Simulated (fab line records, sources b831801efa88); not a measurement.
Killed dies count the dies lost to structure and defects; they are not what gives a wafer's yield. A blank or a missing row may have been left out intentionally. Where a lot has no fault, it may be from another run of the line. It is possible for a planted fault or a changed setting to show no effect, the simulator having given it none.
fab line records | flow sky130 | part 1 of 2: steps 1 to 23 of 33
record lots=5 | wafers=15 | last_day=49
route steps=708 shown METAL3@556 VIA3@573
lots that met no fault: from a run of the same line without faults
start_h: start of the lot's first displayed wafer, in hours after the record's first day | wait_h: hours since the lot's step before | " as in the row above | L1.1+2: one row covering several wafers at once | - no value, or no start given | * or withheld: withheld | < > ~ a bound
route shown NAME@n: NAME is a module with steps in the file, n the number in the route of the first one | usual: mean and standard deviation over wafers with no fault | same: alike in all rows | chamber/n: place in a boat | sites: the reading at each site | _std_site: their standard deviation | _edge_site: the outer-site mean with the inner-site mean subtracted | radius_mm: for every site, how far away it sits from the centre of the wafer | mask NAME#n: copy n | behind: the tool/chamber that last shaped the wafer | hold: the reason the lot was held/the length of the hold in hours/how it ended | device: which transistor (n, p or np) failed to switch | end of line: at the end of the route, the tests of the same wafers | step lacking rows: just its recipe | killed: dies lost to structure and defects at the first sort, not the wafer's yield | map: per-die view of a wafer (x killed, . not killed, _ where there is no die)
set.NAME: the setting the step ran with; set.NAME@STEP: the setting that earlier step ran with | model.NAME: the simulator's own value behind a step, which no gauge read
lots at some steps of the route; a table a step, a row a wafer
services: a tool's chamber out of use, with start hour (start_h, from the record's first day; less than 0 if before it), hours out, and reason
## steps
# step SKY_METAL3_HMDS_06
# recipe prime_time_s=60 | prime_temp_c=120
# usual exhaust_pa=45.1/0.96
lot.wafer | tool           | chamber | start_h | wait_h | exhaust_pa
L075.4    | litho_track-04 | 0       | 913.29  | 0.1    | 44.3
L075.5    | "              | 0       | "       | "      | 46.6
L075.6    | "              | 0       | "       | "      | 45.5
L078.1    | litho_track-04 | 0       | 935.71  | 0.1    | 46.4
L078.5    | "              | 0       | "       | "      | 45.4
L078.6    | "              | 0       | "       | "      | 45.4
L079.2    | litho_track-01 | 0       | 937.36  | 0.1    | 44.0
L079.4    | "              | 0       | "       | "      | 43.8
L079.5    | "              | 0       | "       | "      | 44.9
L086.1    | litho_track-04 | 0       | 996.56  | 0.1    | 44.4
L086.2    | "              | 0       | "       | "      | 43.4
L086.5    | "              | 0       | "       | "      | 46.1
L089.1    | litho_track-04 | 0       | 1003.96 | 0.1    | 44.4
L089.3    | "              | 0       | "       | "      | 45.4
L089.5    | "              | 0       | "       | "      | 45.4
# step SKY_METAL3_COAT_07
# recipe resist=BARC | temp_c=withheld | time_s=withheld | spin_rpm=3000 | resist_thk_nm=60
# usual exhaust_pa=44.8/0.86
lot.wafer | tool           | chamber | start_h | wait_h | exhaust_pa
L075.4    | litho_track-04 | 0       | 913.44  | 0.1    | 45.5
L075.5    | "              | 0       | "       | "      | 44.9
L075.6    | "              | 0       | "       | "      | 46.0
L078.1    | litho_track-04 | 0       | 935.86  | 0.1    | 45.0
L078.5    | "              | 0       | "       | "      | 46.2
L078.6    | "              | 0       | "       | "      | 46.2
L079.2    | litho_track-01 | 0       | 937.51  | 0.1    | 45.5
L079.4    | "              | 0       | "       | "      | 44.4
L079.5    | "              | 0       | "       | "      | 44.4
L086.1    | litho_track-04 | 0       | 996.71  | 0.1    | 46.5
L086.2    | "              | 0       | "       | "      | 46.2
L086.5    | "              | 0       | "       | "      | 46.0
L089.1    | litho_track-04 | 0       | 1004.11 | 0.1    | 45.0
L089.3    | "              | 0       | "       | "      | 47.5
L089.5    | "              | 0       | "       | "      | 45.9
# step SKY_METAL3_COAT_08
# recipe resist=KrF-thick | spin_rpm=3000 | resist_thk_nm=1140
# usual exhaust_pa=44.7/0.79
lot.wafer | tool           | chamber | start_h | wait_h | exhaust_pa
L075.4    | litho_track-04 | 0       | -       | -      | 43.8
L075.5    | "              | 0       | "       | "      | 44.2
L075.6    | "              | 0       | "       | "      | 44.9
L078.1    | litho_track-04 | 0       | -       | -      | 45.1
L078.5    | "              | 0       | "       | "      | 46.1
L078.6    | "              | 0       | "       | "      | 44.6
L079.2    | litho_track-01 | 0       | -       | -      | 44.8
L079.4    | "              | 0       | "       | "      | 44.6
L079.5    | "              | 0       | "       | "      | 44.8
L086.1    | litho_track-04 | 0       | -       | -      | 44.6
L086.2    | "              | 0       | "       | "      | 44.7
L086.5    | "              | 0       | "       | "      | 44.8
L089.1    | litho_track-04 | 0       | -       | -      | 45.0
L089.3    | "              | 0       | "       | "      | 45.4
L089.5    | "              | 0       | "       | "      | 43.4
# step SKY_METAL3_SOFTBAKE_09
# recipe temp_c=100 | time_s=90 | resist=KrF-thick
# usual exhaust_pa=45.0/0.94
lot.wafer | tool           | chamber | start_h | wait_h | exhaust_pa
L075.4    | litho_track-04 | 0       | -       | -      | 45.5
L075.5    | "              | 0       | "       | "      | 44.8
L075.6    | "              | 0       | "       | "      | 45.1
L078.1    | litho_track-04 | 0       | -       | -      | 45.6
L078.5    | "              | 0       | "       | "      | 45.3
L078.6    | "              | 0       | "       | "      | 46.2
L079.2    | litho_track-01 | 0       | -       | -      | 44.0
L079.4    | "              | 0       | "       | "      | 43.7
L079.5    | "              | 0       | "       | "      | 44.7
L086.1    | litho_track-04 | 0       | -       | -      | 45.3
L086.2    | "              | 0       | "       | "      | 45.5
L086.5    | "              | 0       | "       | "      | 46.2
L089.1    | litho_track-04 | 0       | -       | -      | 44.7
L089.3    | "              | 0       | "       | "      | 43.8
L089.5    | "              | 0       | "       | "      | 45.0
# step SKY_METAL3_EXPOSE_10
# recipe mask_id=MM3 | na=0.68 | source_shape=annular | sigma_inner=0.4 | sigma_outer=0.8 | target_cd_nm=300 | dose_mj=28
# usual exposure_dose_mJ_cm2=27.947/0.028 | focus_offset_nm=0.0/0.53 | reticle_temp_C=23.00/0.085 | stage_vel_mm_s=500.01/0.3
# same sigma_outer=0.8
lot.wafer | tool           | chamber | start_h | wait_h | mask  | exposure_dose_mJ_cm2 | focus_offset_nm | reticle_temp_C | stage_vel_mm_s
L075.4    | krf_scanner-01 | 0       | -       | -      | MM3#0 | 27.944               | -0.5            | 23.07          | 499.94
L075.5    | "              | 0       | "       | "      | MM3#0 | 27.929               | -0.7            | 23.16          | 499.82
L075.6    | "              | 0       | "       | "      | MM3#0 | 27.959               | -0.9            | 22.90          | 499.54
L078.1    | krf_scanner-02 | 0       | -       | -      | MM3#0 | 27.932               | 0.0             | 22.93          | 500.19
L078.5    | "              | 0       | "       | "      | MM3#0 | 27.961               | 0.1             | 23.04          | 499.90
L078.6    | "              | 0       | "       | "      | MM3#0 | 27.996               | 0.0             | 22.96          | 499.79
L079.2    | krf_scanner-01 | 0       | -       | -      | MM3#0 | 27.971               | 0.7             | 22.88          | 499.58
L079.4    | "              | 0       | "       | "      | MM3#0 | 27.953               | 0.4             | 22.90          | 500.15
L079.5    | "              | 0       | "       | "      | MM3#0 | 27.960               | 0.0             | 23.05          | 499.62
L086.1    | krf_scanner-02 | 0       | -       | -      | MM3#0 | 27.969               | -1.1            | 23.03          | 500.06
L086.2    | "              | 0       | "       | "      | MM3#0 | 27.929               | -0.2            | 23.06          | 500.02
L086.5    | "              | 0       | "       | "      | MM3#0 | 27.916               | -0.4            | 23.07          | 500.23
L089.1    | krf_scanner-01 | 0       | -       | -      | MM3#0 | 27.951               | 0.6             | 23.01          | 500.21
L089.3    | "              | 0       | "       | "      | MM3#0 | 27.951               | -0.7            | 22.95          | 500.49
L089.5    | "              | 0       | "       | "      | MM3#0 | 27.951               | 0.4             | 23.01          | 500.22
# step SKY_METAL3_PEB_11
# recipe peb_temp_c=withheld | peb_time_s=withheld | resist=KrF-thick
# usual exhaust_pa=45.0/1
lot.wafer | tool           | chamber | start_h | wait_h | exhaust_pa
L075.4    | litho_track-04 | 0       | -       | -      | 46.3
L075.5    | "              | 0       | "       | "      | 44.8
L075.6    | "              | 0       | "       | "      | 44.8
L078.1    | litho_track-03 | 0       | -       | -      | 45.1
L078.5    | "              | 0       | "       | "      | 45.3
L078.6    | "              | 0       | "       | "      | 44.8
L079.2    | litho_track-04 | 0       | -       | -      | 45.0
L079.4    | "              | 0       | "       | "      | 45.6
L079.5    | "              | 0       | "       | "      | 44.8
L086.1    | litho_track-04 | 0       | -       | -      | 43.8
L086.2    | "              | 0       | "       | "      | 44.4
L086.5    | "              | 0       | "       | "      | 43.9
L089.1    | litho_track-03 | 0       | -       | -      | 44.1
L089.3    | "              | 0       | "       | "      | 45.3
L089.5    | "              | 0       | "       | "      | 45.5
# step SKY_METAL3_DEVELOP_12
# recipe develop_time_s=60 | resist=KrF-thick | dev_temp_c=21
# usual exhaust_pa=45.1/0.89
# same develop_time_s=60
lot.wafer | tool           | chamber | start_h | wait_h | exhaust_pa
L075.4    | litho_track-04 | 0       | -       | -      | 46.0
L075.5    | "              | 0       | "       | "      | 44.6
L075.6    | "              | 0       | "       | "      | 44.6
L078.1    | litho_track-03 | 0       | -       | -      | 45.0
L078.5    | "              | 0       | "       | "      | 45.0
L078.6    | "              | 0       | "       | "      | 45.3
L079.2    | litho_track-04 | 0       | -       | -      | 45.0
L079.4    | "              | 0       | "       | "      | 45.3
L079.5    | "              | 0       | "       | "      | 44.3
L086.1    | litho_track-04 | 0       | -       | -      | 43.8
L086.2    | "              | 0       | "       | "      | 45.6
L086.5    | "              | 0       | "       | "      | 46.1
L089.1    | litho_track-03 | 0       | -       | -      | 43.6
L089.3    | "              | 0       | "       | "      | 45.3
L089.5    | "              | 0       | "       | "      | 44.5
# step SKY_METAL3_CD_MEAS_13
# recipe target_cd_nm=300
# usual cd_nm=300.3/1.5
lot.wafer | tool      | chamber | start_h | wait_h | cd_nm
L075.4    | cd_sem-01 | -       | 925.17  | -      | 302.0
L075.5    | "         | -       | "       | "      | 303.4
L075.6    | "         | -       | "       | "      | 302.7
L078.1    | cd_sem-02 | -       | 948.28  | -      | 300.5
L078.5    | "         | -       | "       | "      | 298.8
L078.6    | "         | -       | "       | "      | 297.8
L079.2    | cd_sem-02 | -       | 949.33  | -      | 297.2
L079.4    | "         | -       | "       | "      | 298.4
L079.5    | "         | -       | "       | "      | 298.8
L086.1    | cd_sem-02 | -       | 1009.11 | -      | 298.1
L086.2    | "         | -       | "       | "      | 299.3
L086.5    | "         | -       | "       | "      | 299.5
L089.1    | cd_sem-02 | -       | 1015.59 | -      | 300.3
L089.3    | "         | -       | "       | "      | 300.7
L089.5    | "         | -       | "       | "      | 301.0
# step SKY_METAL3_OVL_MEAS_14
# usual METAL3_OVL=-4/5.1
lot.wafer | tool       | chamber | start_h | wait_h | METAL3_OVL[nm]
L075.4    | overlay-01 | -       | 925.25  | 0.1    | -15
L075.5    | "          | -       | "       | "      | -11
L075.6    | "          | -       | "       | "      | -13
L078.1    | overlay-02 | -       | 948.40  | 0.1    | -10
L078.5    | "          | -       | "       | "      | -7
L078.6    | "          | -       | "       | "      | -8
L079.2    | overlay-01 | -       | 949.44  | 0.1    | 4
L079.4    | "          | -       | "       | "      | -3
L079.5    | "          | -       | "       | "      | -13
L086.1    | overlay-01 | -       | 1009.23 | 0.1    | -3
L086.2    | "          | -       | "       | "      | -8
L086.5    | "          | -       | "       | "      | -4
L089.1    | overlay-01 | -       | 1015.71 | 0.1    | -13
L089.3    | "          | -       | "       | "      | -13
L089.5    | "          | -       | "       | "      | -5
# step SKY_METAL3_DESCUM_15
# recipe chemistry=O2 | source_power_w=150 | bias_power_w=0 | pressure_mtorr=10 | temp_c=40 | time_s=8
# usual drypump_motor_current_A=5.4/0.52 | he_backside_leak_sccm=3.4/0.43 | oes_product_au=1.001/0.0087
lot.wafer | tool         | chamber | start_h | wait_h | drypump_motor_current_A | he_backside_leak_sccm | oes_product_au | rf_hours_counter_h
L075.4    | rie_metal-02 | 0       | 925.28  | 0.0    | 4.9                     | 3.7                   | 1.002          | -
L075.5    | "            | 0       | "       | "      | 4.9                     | 3.6                   | 1.004          | -
L075.6    | "            | 1       | "       | "      | 5.7                     | 3.2                   | 0.994          | -
L078.1    | rie_metal-02 | 1       | 948.44  | 0.0    | 5.7                     | 3.6                   | 0.994          | 10.3
L078.5    | "            | 0       | "       | "      | 4.9                     | 3.6                   | 0.999          | -
L078.6    | "            | 1       | "       | "      | 5.7                     | 3.5                   | 0.990          | -
L079.2    | rie_metal-03 | 1       | 949.47  | 0.0    | 5.1                     | 3.1                   | 0.998          | 6.2
L079.4    | "            | 0       | "       | "      | 6.4                     | 3.3                   | 1.019          | -
L079.5    | "            | 0       | "       | "      | 6.5                     | 3.2                   | 1.020          | -
L086.1    | rie_metal-03 | 1       | 1009.27 | 0.0    | 5.1                     | 3.1                   | 0.988          | 8.9
L086.2    | "            | 0       | "       | "      | 6.4                     | 3.2                   | 1.004          | 7.5
L086.5    | "            | 0       | "       | "      | 6.4                     | 3.1                   | 1.012          | -
L089.1    | rie_metal-03 | 1       | 1015.74 | 0.0    | 5.1                     | 3.2                   | 0.994          | 9.5
L089.3    | "            | 0       | "       | "      | 6.4                     | 3.3                   | 1.000          | -
L089.5    | "            | 0       | "       | "      | 6.4                     | 3.2                   | 0.998          | -
# step SKY_METAL3_ETCH_16
# recipe chemistry=N2/H2 | target=BARC | ion_energy_ev=200 | bias_w=100 | pressure_mtorr=30 | n2_flow_sccm=100 | h2_flow_sccm=200 | icp_w=500 | stop_on=SiO2 | time_s=88.2 | target_depth_a=600
# usual drypump_motor_current_A=5.4/0.52 | he_backside_leak_sccm=3.31/0.23 | oes_product_au=0.626/0.0046 | throttle_valve_pct=13.205/0.0095
lot.wafer | tool         | chamber | start_h | wait_h | drypump_motor_current_A | he_backside_leak_sccm | oes_product_au | rf_hours_counter_h | throttle_valve_pct
L075.4    | rie_metal-02 | 0       | 925.33  | 0.0    | 4.9                     | 3.58                  | 0.628          | -                  | 13.215
L075.5    | "            | 0       | "       | "      | 4.9                     | 3.69                  | 0.630          | -                  | 13.227
L075.6    | "            | 1       | "       | "      | 5.7                     | 3.19                  | 0.626          | -                  | 13.217
L078.1    | rie_metal-02 | 1       | 948.47  | 0.0    | 5.7                     | 3.38                  | 0.631          | 10.3               | 13.216
L078.5    | "            | 0       | "       | "      | 4.9                     | 3.64                  | 0.618          | -                  | 13.185
L078.6    | "            | 1       | "       | "      | 5.7                     | 3.33                  | 0.630          | -                  | 13.215
L079.2    | rie_metal-03 | 1       | 949.50  | 0.0    | 5.2                     | 3.17                  | 0.628          | 6.2                | 13.206
L079.4    | "            | 0       | "       | "      | 6.4                     | 3.06                  | 0.628          | -                  | 13.220
L079.5    | "            | 0       | "       | "      | 6.4                     | 3.30                  | 0.620          | -                  | 13.212
L086.1    | rie_metal-03 | 1       | 1009.30 | 0.0    | 5.2                     | 3.16                  | 0.620          | 8.9                | 13.198
L086.2    | "            | 0       | "       | "      | 6.4                     | 3.36                  | 0.630          | 7.5                | 13.207
L086.5    | "            | 0       | "       | "      | 6.4                     | 3.21                  | 0.614          | -                  | 13.219
L089.1    | rie_metal-03 | 1       | 1015.77 | 0.0    | 5.2                     | 3.28                  | 0.627          | 9.5                | 13.212
L089.3    | "            | 0       | "       | "      | 6.4                     | 3.38                  | 0.627          | -                  | 13.218
L089.5    | "            | 0       | "       | "      | 6.4                     | 3.29                  | 0.625          | -                  | 13.208
# step SKY_METAL3_ETCH_17
# recipe target=SiO2 | stop_on=TiN | chemistry=C4F8/O2/Ar | source_w=1500 | bias_w=1200 | pressure_mtorr=40 | c4f8_flow_sccm=withheld | O2_flow_sccm=6 | Ar_flow_sccm=300 | time_s=3.9 | target_depth_a=150
# usual oes_product_au=0.751/0.0071
lot.wafer | tool        | chamber | start_h | wait_h | oes_product_au | rf_hours_counter_h
L075.4    | rie_diel-01 | 2       | 925.40  | 0.0    | 0.754          | 12
L075.5    | "           | 2       | "       | "      | 0.757          | -
L075.6    | "           | 3       | "       | "      | 0.750          | -
L078.1    | rie_diel-03 | 1       | 948.57  | 0.1    | 0.759          | 5
L078.5    | "           | 2       | "       | "      | 0.760          | -
L078.6    | "           | 1       | "       | "      | 0.759          | -
L079.2    | rie_diel-03 | 2       | 949.60  | 0.1    | 0.757          | 18
L079.4    | "           | 0       | "       | "      | 0.758          | 20
L079.5    | "           | 1       | "       | "      | 0.751          | -
L086.1    | rie_diel-01 | 0       | 1009.40 | 0.1    | 0.755          | 14
L086.2    | "           | 2       | "       | "      | 0.745          | 15
L086.5    | "           | 0       | "       | "      | 0.747          | -
L089.1    | rie_diel-01 | 1       | 1015.87 | 0.1    | 0.752          | 10
L089.3    | "           | 3       | "       | "      | 0.753          | 11
L089.5    | "           | 1       | "       | "      | 0.759          | -
# step SKY_METAL3_METAL_ETCH_18
# recipe target_depth_a=8450 | stop_on=SiO2 | over_etch_frac=0.3 | time_s=183.1 | chemistry=Cl2/BCl3 | resist_sidewall_deg=88 | pressure_mtorr=10 | icp_w=900 | bias_w=48.5 | Cl2_flow_sccm=60 | bcl3_flow_sccm=30
# usual drypump_motor_current_A=5.3/0.44 | he_backside_leak_sccm=3.35/0.21 | oes_product_au=0.865/0.0057 | throttle_valve_pct=22.264/0.0082
lot.wafer | tool         | chamber | start_h | wait_h | drypump_motor_current_A | he_backside_leak_sccm | oes_product_au | rf_hours_counter_h | throttle_valve_pct
L075.4    | rie_metal-04 | 0       | 925.48  | 0.1    | 5.1                     | 3.08                  | 0.870          | -                  | 22.252
L075.5    | "            | 1       | "       | "      | 5.2                     | 3.22                  | 0.863          | -                  | 22.267
L075.6    | "            | 0       | "       | "      | 5.1                     | 2.96                  | 0.867          | -                  | 22.270
L078.1    | rie_metal-04 | 1       | 948.59  | 0.0    | 5.2                     | 3.27                  | 0.862          | 10                 | 22.262
L078.5    | "            | 0       | "       | "      | 5.1                     | 3.25                  | 0.871          | -                  | 22.268
L078.6    | "            | 1       | "       | "      | 5.2                     | 3.22                  | 0.876          | -                  | 22.260
L079.2    | rie_metal-02 | 1       | 949.62  | 0.0    | 5.7                     | 3.45                  | 0.872          | 10                 | 22.252
L079.4    | "            | 1       | "       | "      | 5.7                     | 3.35                  | 0.878          | -                  | 22.262
L079.5    | "            | 0       | "       | "      | 4.9                     | 3.43                  | 0.873          | -                  | 22.265
L086.1    | rie_metal-02 | 0       | 1009.42 | 0.0    | 4.9                     | 3.44                  | 0.868          | 13                 | 22.262
L086.2    | "            | 0       | "       | "      | 4.9                     | 3.54                  | 0.866          | -                  | 22.279
L086.5    | "            | 0       | "       | "      | 4.9                     | 3.54                  | 0.878          | -                  | 22.259
L089.1    | rie_metal-02 | 0       | 1015.89 | 0.0    | 4.9                     | 3.62                  | 0.871          | 14                 | 22.254
L089.3    | "            | 0       | "       | "      | 4.9                     | 3.66                  | 0.868          | -                  | 22.267
L089.5    | "            | 0       | "       | "      | 4.9                     | 3.57                  | 0.875          | -                  | 22.265
# step SKY_METAL3_STRIP_19
# recipe chemistry=O2/N2 | power_w=1400 | pressure_mtorr=1500 | platen_temp_c=withheld | o2_flow_sccm=3000 | n2_flow_sccm=300 | overash_fraction=0.5
# usual drypump_motor_current_A=5.6/0.35 | oes_product_au=0.501/0.0048 | strip_time_to_endpoint_s=6.52/0.07
lot.wafer | tool            | chamber | start_h | wait_h | drypump_motor_current_A | oes_product_au | rf_hours_counter_h | strip_time_to_endpoint_s
L075.4    | plasma_asher-04 | 0       | 925.63  | 0.1    | 5.4                     | 0.499          | -                  | 6.47
L075.5    | "               | 1       | "       | "      | 5.8                     | 0.489          | -                  | 6.54
L075.6    | "               | 0       | "       | "      | 5.4                     | 0.499          | -                  | 6.44
L078.1    | plasma_asher-04 | 0       | 948.77  | 0.1    | 5.5                     | 0.508          | 110                | 6.53
L078.5    | "               | 1       | "       | "      | 5.8                     | 0.491          | -                  | 6.40
L078.6    | "               | 0       | "       | "      | 5.4                     | 0.503          | -                  | 6.50
L079.2    | plasma_asher-03 | 1       | 949.79  | 0.1    | 5.4                     | 0.504          | 52                 | 6.44
L079.4    | "               | 0       | "       | "      | 5.3                     | 0.504          | -                  | 6.45
L079.5    | "               | 1       | "       | "      | 5.4                     | 0.497          | -                  | 6.45
L086.1    | plasma_asher-03 | 0       | 1009.77 | 0.3    | 5.3                     | 0.509          | 56                 | 6.47
L086.2    | "               | 1       | "       | "      | 5.4                     | 0.497          | 56                 | 6.41
L086.5    | "               | 1       | "       | "      | 5.4                     | 0.497          | -                  | 6.40
L089.1    | plasma_asher-02 | 1       | 1016.25 | 0.3    | 5.4                     | 0.499          | 28                 | 6.53
L089.3    | "               | 0       | "       | "      | 6.4                     | 0.503          | -                  | 6.57
L089.5    | "               | 1       | "       | "      | 5.4                     | 0.499          | -                  | 6.52
# step SKY_METAL3_STRIP_20
# recipe chemistry=post_etch_residue_remover | time_s=1200 | temp_c=72.5
lot.wafer  | tool         | chamber | start_h | wait_h
L075.4+5+6 | wet_bench-04 | 1       | 925.69  | 0.0
L078.1+5+6 | wet_bench-04 | 3       | 948.87  | 0.1
L079.2+4+5 | wet_bench-02 | 2       | 949.89  | 0.1
L086.1+2+5 | wet_bench-01 | 3       | 1009.87 | 0.1
L089.1+3+5 | wet_bench-01 | 2       | 1016.35 | 0.1
# step SKY_METAL3_CLEAN_21
# recipe chemistry=IPA | time_s=180 | temp_c=25
lot.wafer  | tool         | chamber | start_h | wait_h
L075.4+5+6 | wet_bench-01 | 2       | 926.38  | 0.0
L078.1+5+6 | wet_bench-02 | 2       | 949.21  | 0.0
L079.2+4+5 | wet_bench-01 | 3       | 950.24  | 0.0
L086.1+2+5 | wet_bench-02 | 0       | 1010.21 | 0.0
L089.1+3+5 | wet_bench-02 | 0       | 1016.69 | 0.0
# step SKY_METAL3_CLEAN_22
# recipe chemistry=O3/DIW | dry=n2_spin
lot.wafer  | tool         | chamber | start_h | wait_h
L075.4+5+6 | wet_bench-02 | 2       | 926.44  | 0.0
L078.1+5+6 | wet_bench-01 | 0       | 949.27  | 0.0
L079.2+4+5 | wet_bench-02 | 0       | 950.29  | 0.0
L086.1+2+5 | wet_bench-01 | 1       | 1010.27 | 0.0
L089.1+3+5 | wet_bench-04 | 2       | 1016.75 | 0.0
# step SKY_VIA3_HDPCVD_00
# recipe material=SiO2 | target_thk_nm=1635 | sigma_open_frac=0.3 | time_s=272.5 | temp_c=400 | sih4_flow_sccm=60 | pressure_mtorr=6
# usual pressure_mtorr=6.002/0.01
lot.wafer | tool      | chamber | start_h | wait_h | pressure_mtorr
L075.4    | hdpcvd-01 | 0       | 926.62  | 0.1    | 6.010
L075.5    | "         | 2       | "       | "      | 5.997
L075.6    | "         | 1       | "       | "      | 6.001
L078.1    | hdpcvd-01 | 2       | 949.36  | 0.0    | 6.014
L078.5    | "         | 1       | "       | "      | 6.007
L078.6    | "         | 0       | "       | "      | 5.986
L079.2    | hdpcvd-01 | 0       | 950.39  | 0.0    | 6.004
L079.4    | "         | 0       | "       | "      | 6.003
L079.5    | "         | 2       | "       | "      | 6.008
L086.1    | hdpcvd-02 | 1       | 1010.36 | 0.0    | 5.998
L086.2    | "         | 0       | "       | "      | 6.009
L086.5    | "         | 1       | "       | "      | 6.017
L089.1    | hdpcvd-01 | 2       | 1016.93 | 0.0    | 6.005
L089.3    | "         | 1       | "       | "      | 6.007
L089.5    | "         | 2       | "       | "      | 5.993
# step SKY_VIA3_THK_MEAS_01
# recipe reads=SiO2_of_VIA3_HDPCVD_00
# usual VIA3_HDPCVD_THK=1640/18
lot.wafer | tool          | chamber | start_h | wait_h | VIA3_HDPCVD_THK[nm]
L075.4    | film_metro-04 | -       | 926.74  | 0.0    | 1643
L075.5    | "             | -       | "       | "      | 1636
L075.6    | "             | -       | "       | "      | 1639
L078.1    | film_metro-04 | -       | 949.53  | 0.1    | 1625
L078.5    | "             | -       | "       | "      | 1662
L078.6    | "             | -       | "       | "      | 1644
L079.2    | film_metro-04 | -       | 950.56  | 0.1    | 1609
L079.4    | "             | -       | "       | "      | 1616
L079.5    | "             | -       | "       | "      | 1623
L086.1    | film_metro-01 | -       | 1010.53 | 0.1    | 1660
L086.2    | "             | -       | "       | "      | 1656
L086.5    | "             | -       | "       | "      | 1654
L089.1    | film_metro-02 | -       | 1017.10 | 0.1    | 1619
L089.3    | "             | -       | "       | "      | 1629
L089.5    | "             | -       | "       | "      | 1609
# step SKY_VIA3_CMP_02
# recipe material=SiO2 | down_force_psi=4 | platen_rpm=60 | pad_velocity_m_s=0.94248
# usual edge_zone_pressure_frac=1.000/0.0049 | motor_current_A=12.0/1.3
lot.wafer | tool   | chamber | start_h | wait_h | edge_zone_pressure_frac | motor_current_A
L075.4    | cmp-02 | 1       | 926.87  | 0.1    | 1.001                   | 12.7
L075.5    | "      | 3       | "       | "      | 1.003                   | 11.2
L075.6    | "      | 0       | "       | "      | 0.998                   | 13.1
L078.1    | cmp-02 | 1       | 949.74  | 0.2    | 1.004                   | 12.7
L078.5    | "      | 2       | "       | "      | 0.994                   | 13.7
L078.6    | "      | 3       | "       | "      | 0.997                   | 11.9
L079.4    | cmp-01 | 1       | 950.66  | 0.1    | 0.999                   | 13.8
L079.2    | "      | 2       | "       | "      | 1.005                   | 8.7
L079.5    | "      | 1       | "       | "      | 1.004                   | 12.9
L086.2    | cmp-02 | 0       | 1010.69 | 0.1    | 0.998                   | 12.8
L086.1    | "      | 1       | "       | "      | 0.993                   | 12.0
L086.5    | "      | 2       | "       | "      | 0.991                   | 12.3
L089.3    | cmp-02 | 3       | 1017.26 | 0.1    | 1.009                   | 11.6
L089.1    | "      | 0       | "       | "      | 0.992                   | 12.6
L089.5    | "      | 2       | "       | "      | 0.993                   | 13.1
# step SKY_VIA3_BOW_MEAS_03
# recipe mode=bow
# usual VIA3_BOW=81/8.5
lot.wafer | tool          | chamber | start_h | wait_h | VIA3_BOW[um]
L075.4    | film_metro-01 | -       | 927.13  | 0.2    | 78
L075.5    | "             | -       | "       | "      | 76
L075.6    | "             | -       | "       | "      | 79
L078.1    | film_metro-04 | -       | 949.89  | 0.1    | 86
L078.5    | "             | -       | "       | "      | 85
L078.6    | "             | -       | "       | "      | 73
L079.2    | film_metro-01 | -       | 950.93  | 0.2    | 79
L079.4    | "             | -       | "       | "      | 86
L079.5    | "             | -       | "       | "      | 93
L086.1    | film_metro-04 | -       | 1010.89 | 0.1    | 68
L086.2    | "             | -       | "       | "      | 77
L086.5    | "             | -       | "       | "      | 79
L089.1    | film_metro-02 | -       | 1017.46 | 0.1    | 73
L089.3    | "             | -       | "       | "      | 75
L089.5    | "             | -       | "       | "      | 74
# step SKY_VIA3_DEHYDRATE_04
# recipe temp_c=200 | time_s=60
# usual exhaust_pa=45.0/0.83
lot.wafer | tool           | chamber | start_h | wait_h | exhaust_pa
L075.4    | litho_track-03 | 0       | 939.11  | 12.0   | 44.3
L075.5    | "              | 0       | "       | "      | 43.5
L075.6    | "              | 0       | "       | "      | 44.6
L078.1    | litho_track-03 | 0       | 961.33  | 11.4   | 44.8
L078.5    | "              | 0       | "       | "      | 45.3
L078.6    | "              | 0       | "       | "      | 45.0
L079.2    | litho_track-02 | 0       | 962.89  | 11.9   | 44.7
L079.4    | "              | 0       | "       | "      | 44.8
L079.5    | "              | 0       | "       | "      | 45.1
L086.1    | litho_track-02 | 0       | 1021.12 | 10.2   | 46.7
L086.2    | "              | 0       | "       | "      | 44.6
L086.5    | "              | 0       | "       | "      | 45.6
L089.1    | litho_track-02 | 0       | 1027.97 | 10.5   | 44.9
L089.3    | "              | 0       | "       | "      | 46.3
L089.5    | "              | 0       | "       | "      | 45.8
# step SKY_VIA3_HMDS_05
# recipe prime_time_s=60 | prime_temp_c=120
# usual exhaust_pa=44.9/0.99
lot.wafer | tool           | chamber | start_h | wait_h | exhaust_pa
L075.4    | litho_track-03 | 0       | 939.26  | 0.1    | 44.2
L075.5    | "              | 0       | "       | "      | 43.4
L075.6    | "              | 0       | "       | "      | 45.6
L078.1    | litho_track-03 | 0       | 961.48  | 0.1    | 44.7
L078.5    | "              | 0       | "       | "      | 45.7
L078.6    | "              | 0       | "       | "      | 44.4
L079.2    | litho_track-02 | 0       | 963.04  | 0.1    | 44.4
L079.4    | "              | 0       | "       | "      | 45.4
L079.5    | "              | 0       | "       | "      | 46.0
L086.1    | litho_track-02 | 0       | 1021.27 | 0.1    | 42.8
L086.2    | "              | 0       | "       | "      | 45.5
L086.5    | "              | 0       | "       | "      | 42.9
L089.1    | litho_track-02 | 0       | 1028.12 | 0.1    | 45.5
L089.3    | "              | 0       | "       | "      | 45.6
L089.5    | "              | 0       | "       | "      | 45.9
